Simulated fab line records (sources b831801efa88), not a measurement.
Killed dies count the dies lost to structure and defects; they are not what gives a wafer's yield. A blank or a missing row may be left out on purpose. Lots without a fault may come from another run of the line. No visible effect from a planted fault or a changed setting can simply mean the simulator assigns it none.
fab line records ; flow gf180mcu
record: lots: 14; wafers: 42; lastDay: 35
route steps=602 shown STI@15
lots that met no fault: from a run of the same line without faults
startH: start of the lot's first displayed wafer, in hours after the record's first day ; waitH: time in hours since the lot's previous step ; " the same as in the row above ; L1.1+2: a row that stands for several wafers ; - either no value or no given start ; * or withheld: withheld ; < > ~ a bound
route shown NAME@n: names a module that has steps shown in the file, with the first one's number in the route ; usual: average and standard deviation across the fault-free wafers ; same: alike in all rows ; chamber/n: place in a boat ; sites: each site's reading ; _std_site: how widely they spread, as a standard deviation ; _edge_site: inner sites' mean taken away from outer sites' mean ; radiusMm: how far each site lies from the wafer's centre ; mask NAME#n: copy n ; behind: the tool/chamber that last shaped the wafer ; hold: why the lot was held/for how many hours/how that ended ; device: the n, p or np transistor that did not switch ; end of line: the same wafers' tests at the end of the route ; a step without rows: its recipe alone ; killed: count of dies lost to structure and defects at first sort (not the wafer's yield) ; map: the dies of a wafer, with x for killed, . for not killed, _ for no die there
set.NAME: the setting the step ran with; set.NAME@STEP: the setting that earlier step ran with ; model.NAME: the simulator's own value behind a step, which no gauge read
a sample of lots followed through the steps of the route, with each step as a table and each wafer as a row
services: from which hour (startH, from the record's first day; less than 0 if before it) a tool's chamber was out of use, for how many hours, and why
== steps ==
step: GF_STI_ETCH_14
recipe: target: Si; chemistry: HBr/Cl2/O2; targetDepthNm: 360; icpW: 600; biasW: 150; pressureMtorr: 15; HBr_flow_sccm: 150; Cl2_flow_sccm: 40; O2_flow_sccm: 6; timeS: 102.9
usual: drypumpMotorCurrentA: 5.5/0.51; oesProductAu: 1.008/0.008; runLengthS: 131.1/0.36; throttleValvePct: 25.651/0.011
lot.wafer;tool;chamber;startH;waitH;drypumpMotorCurrentA;oesProductAu;rfHoursCounterH;runLengthS;throttleValvePct
L849.3;rieSi-02;0;32.04;0.0;6.4;1.011;57;131.2;25.646
L849.5;rieSi-02;3;32.04;0.0;5.7;1.007;-;130.7;25.655
L849.6;rieSi-02;0;32.04;0.0;6.5;1.012;-;131.0;25.643
L850.1;rieSi-02;2;35.52;0.0;5.9;0.993;134;131.0;25.659
L850.2;rieSi-02;1;35.52;0.0;5.7;1.005;89;131.6;25.645
L850.5;rieSi-02;2;35.52;0.0;5.9;0.992;-;130.7;25.658
L851.1;rieSi-01;2;44.01;0.0;4.9;1.018;23;131.2;25.644
L851.3;rieSi-01;1;44.01;0.0;5.6;1.002;90;130.7;25.670
L851.6;rieSi-01;0;44.01;0.0;5.2;1.020;-;131.0;25.647
L855.2;rieSi-01;1;61.33;0.0;5.7;0.992;90;130.5;25.643
L855.3;rieSi-01;0;61.33;0.0;5.1;1.019;80;130.8;25.649
L855.6;rieSi-01;3;61.33;0.0;4.9;1.010;-;131.5;25.660
L856.2;rieSi-01;3;67.26;0.0;4.9;1.008;112;131.4;25.661
L856.3;rieSi-01;2;67.26;0.0;4.9;1.016;24;131.1;25.643
L856.6;rieSi-01;2;67.26;0.0;4.9;1.002;-;131.2;25.659
L857.1;rieSi-01;0;72.46;0.0;5.2;1.024;80;130.9;25.629
L857.5;rieSi-01;3;72.46;0.0;4.9;1.016;-;131.4;25.629
L857.6;rieSi-01;0;72.46;0.0;5.2;1.022;-;131.2;25.635
L858.1;rieSi-01;1;76.59;0.0;5.7;0.993;90;130.5;25.652
L858.4;rieSi-01;0;76.59;0.0;5.2;1.009;80;131.3;25.667
L858.6;rieSi-01;3;76.59;0.0;4.9;1.001;-;131.2;25.648
L859.1;rieSi-01;2;81.90;0.0;4.9;1.008;24;131.2;25.644
L859.2;rieSi-01;3;81.90;0.0;4.9;0.998;112;131.3;25.663
L859.4;rieSi-01;1;81.90;0.0;5.6;0.996;90;131.1;25.664
L860.1;rieSi-02;1;87.61;0.0;5.7;1.011;89;131.8;25.631
L860.2;rieSi-02;3;87.61;0.0;5.7;1.015;143;130.8;25.637
L860.4;rieSi-02;2;87.61;0.0;5.9;1.002;134;130.9;25.663
L861.2;rieSi-01;0;94.31;0.0;5.2;1.010;80;131.0;25.659
L861.3;rieSi-01;1;94.31;0.0;5.6;0.989;90;130.5;25.654
L861.4;rieSi-01;0;94.31;0.0;5.2;1.009;-;131.5;25.654
L863.2;rieSi-01;0;102.80;0.0;5.2;1.021;80;130.9;25.647
L863.4;rieSi-01;1;102.80;0.0;5.7;1.002;91;130.7;25.660
L863.6;rieSi-01;3;102.80;0.0;4.9;1.003;-;131.4;25.661
L865.1;rieSi-01;3;114.20;0.0;4.9;1.011;112;131.3;25.657
L865.4;rieSi-01;2;114.20;0.0;4.9;1.001;24;131.4;25.659
L865.6;rieSi-01;2;114.20;0.0;4.9;1.006;-;131.2;25.656
L869.1;rieSi-02;0;133.41;0.0;6.5;1.010;58;77.6;25.637
L869.2;rieSi-02;3;133.41;0.0;5.8;1.023;0;77.6;25.663
L869.4;rieSi-02;2;133.41;0.0;5.9;1.003;135;77.4;25.646
L870.1;rieSi-02;3;138.79;0.0;5.7;1.022;0;77.3;25.636
L870.3;rieSi-02;2;138.79;0.0;6.0;1.007;135;77.4;25.623
L870.4;rieSi-02;1;138.79;0.0;5.7;1.009;90;78.4;25.653
step: GF_STI_STRIP_15
recipe: chemistry: O2/N2; powerW: 1400; pressureMtorr: 1500; platenTempC: 250; o2FlowSccm: 3000; n2FlowSccm: 300; overashFraction: 0.5
usual: drypumpMotorCurrentA: 6.0/0.32; heaterPowerW: 374/56; oesProductAu: 0.385/0.005; platenTempC: 250.03/0.17; stripTimeToEndpointS: 3.76/0.042
lot.wafer;tool;chamber;startH;waitH;drypumpMotorCurrentA;heaterPowerW;oesProductAu;platenTempC;rfHoursCounterH;stripTimeToEndpointS
L849.3;plasmaAsher-02;0;32.15;0.1;6.3;363;0.381;249.75;-;3.76
L849.5;plasmaAsher-02;0;32.15;0.1;6.3;355;0.388;249.88;-;3.78
L849.6;plasmaAsher-02;1;32.15;0.1;6.3;472;0.371;250.04;-;3.77
L850.1;plasmaAsher-01;1;35.59;0.0;6.1;333;0.392;250.18;39;3.82
L850.2;plasmaAsher-01;0;35.59;0.0;5.7;379;0.390;249.69;39;3.80
L850.5;plasmaAsher-01;0;35.59;0.0;5.6;390;0.381;249.78;-;3.77
L851.1;plasmaAsher-02;0;44.08;0.0;6.3;341;0.386;250.16;37;3.83
L851.3;plasmaAsher-02;0;44.08;0.0;6.3;350;0.385;250.08;-;3.80
L851.6;plasmaAsher-02;0;44.08;0.0;6.3;352;0.391;250.09;-;3.83
L855.2;plasmaAsher-03;0;61.40;0.0;5.5;429;0.393;250.32;40;3.81
L855.3;plasmaAsher-03;1;61.40;0.0;6.3;312;0.389;249.96;-;3.69
L855.6;plasmaAsher-03;0;61.40;0.0;5.6;440;0.388;250.15;-;3.79
L856.2;plasmaAsher-01;1;67.33;0.0;6.1;336;0.387;250.48;42;3.80
L856.3;plasmaAsher-01;1;67.33;0.0;6.0;328;0.388;250.31;-;3.79
L856.6;plasmaAsher-01;1;67.33;0.0;6.0;323;0.379;250.02;-;3.76
L857.1;plasmaAsher-02;1;72.53;0.0;6.2;466;0.389;250.13;40;3.71
L857.5;plasmaAsher-02;1;72.53;0.0;6.2;464;0.380;250.19;-;3.70
L857.6;plasmaAsher-02;0;72.53;0.0;6.3;361;0.379;249.88;-;3.72
L858.1;plasmaAsher-01;1;76.66;0.0;6.0;331;0.394;250.13;43;3.70
L858.4;plasmaAsher-01;1;76.66;0.0;6.1;330;0.381;250.36;-;3.71
L858.6;plasmaAsher-01;1;76.66;0.0;6.1;326;0.388;250.11;-;3.69
L859.1;plasmaAsher-03;0;81.97;0.0;5.5;436;0.379;250.11;42;3.77
L859.2;plasmaAsher-03;1;81.97;0.0;6.3;307;0.382;250.42;42;3.76
L859.4;plasmaAsher-03;1;81.97;0.0;6.3;304;0.382;250.23;-;3.78
L860.1;plasmaAsher-03;1;87.68;0.0;6.3;305;0.383;250.01;43;3.79
L860.2;plasmaAsher-03;0;87.68;0.0;5.5;442;0.388;250.08;43;3.76
L860.4;plasmaAsher-03;0;87.68;0.0;5.5;437;0.376;250.15;-;3.78
L861.2;plasmaAsher-03;1;94.38;0.0;6.3;318;0.383;250.10;43;3.77
L861.3;plasmaAsher-03;0;94.38;0.0;5.5;441;0.377;249.87;-;3.77
L861.4;plasmaAsher-03;1;94.38;0.0;6.3;309;0.385;249.83;-;3.70
L863.2;plasmaAsher-01;1;102.87;0.0;6.1;334;0.377;249.94;46;3.73
L863.4;plasmaAsher-01;0;102.87;0.0;5.7;377;0.394;250.16;-;3.77
L863.6;plasmaAsher-01;0;102.87;0.0;5.7;386;0.390;250.07;-;3.79
L865.1;plasmaAsher-03;1;114.27;0.0;6.3;305;0.392;249.98;45;3.71
L865.4;plasmaAsher-03;1;114.27;0.0;6.3;312;0.393;250.00;-;3.78
L865.6;plasmaAsher-03;1;114.27;0.0;6.3;310;0.388;250.14;-;3.82
L869.1;plasmaAsher-01;1;133.48;0.1;6.1;332;0.414;249.85;50;4.44
L869.2;plasmaAsher-01;0;133.48;0.1;5.6;379;0.425;250.10;50;4.45
L869.4;plasmaAsher-01;0;133.48;0.1;5.7;379;0.415;250.15;-;4.42
L870.1;plasmaAsher-01;1;138.86;0.1;6.1;329;0.408;249.84;50;4.39
L870.3;plasmaAsher-01;0;138.86;0.1;5.6;377;0.409;249.93;-;4.41
L870.4;plasmaAsher-01;1;138.86;0.1;6.1;336;0.414;249.95;-;4.46
== services ==
tool;chamber;startH;hours;kind
plasmaAsher-02;-;30.30;0.7;repair
rieSi-02;-;36.18;14.6;pm
rieSi-01;1;70.09;1.6;repair
plasmaAsher-01;-;86.56;1.2;repair
rieSi-01;2;92.69;5.9;repair
plasmaAsher-03;-;104.15;9.4;repair
plasmaAsher-02;-;108.75;9.0;pm
plasmaAsher-02;0;108.75;9.0;ventCycle
plasmaAsher-02;1;108.75;9.0;ventCycle
rieSi-01;-;112.69;0.4;repair
rieSi-02;3;113.05;-;clean
rieSi-02;3;113.05;13.6;scheduledDown
rieSi-02;3;113.05;13.6;ventCycle
plasmaAsher-02;0;117.75;-;clean
plasmaAsher-02;1;117.75;-;clean
rieSi-01;2;125.43;2.6;repair
== key ==
firstSign: step: GF_STI_ETCH_14; reading: runLengthS; direction: down; sigmas: 99+; usual: *; struck: *
effect: step: GF_STI_STRIP_15; reading: stripTimeToEndpointS; direction: up; sigmas: 16; usual: *; struck: *
metAt GF_STI_ETCH_14
struckLots L869,L870
sortLeftOut L869.1,L869.2,L869.4,L870.1,L870.3,L870.4
testerLeftOut L869,L870
onsetBetween 87.61 133.41
fault: kind: processParameterDrift; tool: rieSi-02; chamber: -; onsetH: 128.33; steps: GF_STI_ETCH_14; channel: timeS; offset: *; shape: step; endH: 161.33; actsIn: *; stated: *
testerLeftOut: of these lots the tester's yield and bins aren't shown, on N5 and GAA mostly nor the transistor test; their killed dies are dies lost to structure and defects alone, not to doping, threshold or leakage, so they don't give the yield
sortLeftOut: the simulated sort isn't trusted on such a fault, so these wafers' sort isn't shown, and their yield isn't known
